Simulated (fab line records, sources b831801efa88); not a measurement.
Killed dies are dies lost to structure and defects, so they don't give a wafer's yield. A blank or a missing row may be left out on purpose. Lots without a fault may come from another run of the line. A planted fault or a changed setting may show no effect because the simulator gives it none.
Chamber matching | flow sky130 | SKY_VIA3_ETCH_15 on rie_diel-03: 4 sister chambers
The step etches SiO2 in C4F8/O2/Ar, stops on TiN, target depth 507 nm, time 78 s. 4 wafers are shown with their chamber, then 8 later ones without.

WAFERS WITH THEIR CHAMBER
wafer  | chamber | chamber_pressure_mTorr (mTorr)
L582.1 | 0       | 39.98
L592.2 | 1       | 39.93
L592.5 | 2       | 40.01
L593.1 | 3       | 40.07

WAFERS WITHOUT THEIR CHAMBER
wafer  | chamber_pressure_mTorr (mTorr)
L593.2 | 40.10
L593.4 | 39.95
L595.2 | 39.88
L595.4 | 40.01
L595.6 | 40.00
L596.1 | 39.98
L596.4 | 40.01
L596.5 | 40.00

WHICH CHAMBER EACH WENT THROUGH
wafer  | from the rows above          | in truth
L593.2 | 3                            | 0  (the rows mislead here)
L593.4 | can't be placed: 1 or 0 or 2 | 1
L595.2 | 1                            | 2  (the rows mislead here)
L595.4 | can't be placed: 2 or 0      | 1
L595.6 | can't be placed: 2 or 0      | 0
L596.1 | can't be placed: 0 or 2      | 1
L596.4 | can't be placed: 2 or 0      | 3
L596.5 | can't be placed: 2 or 0      | 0
Placed correctly: 0 of 8. Can't be placed from these rows: 6 (the true chamber is among the candidates in 3). Placed wrongly: 2.
How it was worked out, from the rows above alone: a wafer's distance from a chamber is the root of the sum, over the readings, of the square of ((its reading less the chamber's mean) divided by the reading's scatter). The wafer belongs to the nearest chamber; if the next one is less than 2 further off, it can't be placed. A chamber's mean is the mean of its shown wafers. The scatter: with one shown wafer a chamber, the root of the mean of the squares of how far each hidden wafer lies from its nearest shown one.
